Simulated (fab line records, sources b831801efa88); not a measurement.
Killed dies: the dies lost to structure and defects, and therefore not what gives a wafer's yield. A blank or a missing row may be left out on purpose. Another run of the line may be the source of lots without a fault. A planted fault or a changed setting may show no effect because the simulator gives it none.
Which of the tools did it? | flow sky130 | 21 wafers from 7 lots sampled at 2 of the route's 708 steps

== WHAT THE GAUGES SHOWED, per wafer ==
SKY_METAL3_CD_MEAS_13: the cd target is 300 nm.
lot  | measured     | on        | cd_nm (nm)
L906 | day 38 15:58 | cd_sem-01 | 301.1 299.8 300.5
L908 | day 39 08:59 | cd_sem-01 | 300.8 300.6 301.0
L910 | day 40 03:23 | cd_sem-01 | 304.3 303.4 302.4
L914 | day 41 02:18 | cd_sem-01 | 298.9 299.0 296.6
L917 | day 42 03:32 | cd_sem-01 | 301.6 300.7 301.5
L922 | day 43 07:50 | cd_sem-01 | 300.5 300.0 243.2
L925 | day 44 02:33 | cd_sem-02 | 300.6 301.2 300.0

== WHICH TOOL RAN EACH LOT (tool, then ch and the chambers of the sampled wafers, then the start) ==
lot  | SKY_METAL3_EXPOSE_10
L906 | krf_scanner-01 ch 0, day 38 04:24
L908 | krf_scanner-02 ch 0, day 38 20:31
L910 | krf_scanner-01 ch 0, day 39 15:17
L914 | krf_scanner-01 ch 0, day 40 14:56
L917 | krf_scanner-02 ch 0, day 41 15:37
L922 | krf_scanner-01 ch 0, day 42 20:57
L925 | krf_scanner-02 ch 0, day 43 15:27
- SKY_METAL3_EXPOSE_10: exposes mask MM3, target cd 300 nm.

== THE ANSWER, worked out from the rows above alone ==
Rule: usual is defined by the lots themselves. The widest of any qualifying gaps counts: lots, ordered by their means at a reading, are off when they make up no more than a third of the lots, leave a main group of 4 or more, and stand apart from it by 3 or more times the standard deviation of that group's means. A main group whose means are all the same, to the digits that the tables above print for the reading, isn't used. Also off: a lot with no number at a reading for which 4 or more lots have one. Any other lot the step has rows for is counted as sound.
Off: L922, at SKY_METAL3_CD_MEAS_13 (cd_nm). Main group: mean 300.8 nm, sd 1.5.
If a tool, at a process step before that reading, ran all the lots that are off and no sound lot after the first of them, it fits. Gauges at SKY_METAL3_CD_MEAS_13: tried the same way as those tools. This does not decide it: 2 tools fit, namely krf_scanner-01 at SKY_METAL3_EXPOSE_10 and cd_sem-01 at SKY_METAL3_CD_MEAS_13.

== WHAT THE SIMULATOR PUT IN ==
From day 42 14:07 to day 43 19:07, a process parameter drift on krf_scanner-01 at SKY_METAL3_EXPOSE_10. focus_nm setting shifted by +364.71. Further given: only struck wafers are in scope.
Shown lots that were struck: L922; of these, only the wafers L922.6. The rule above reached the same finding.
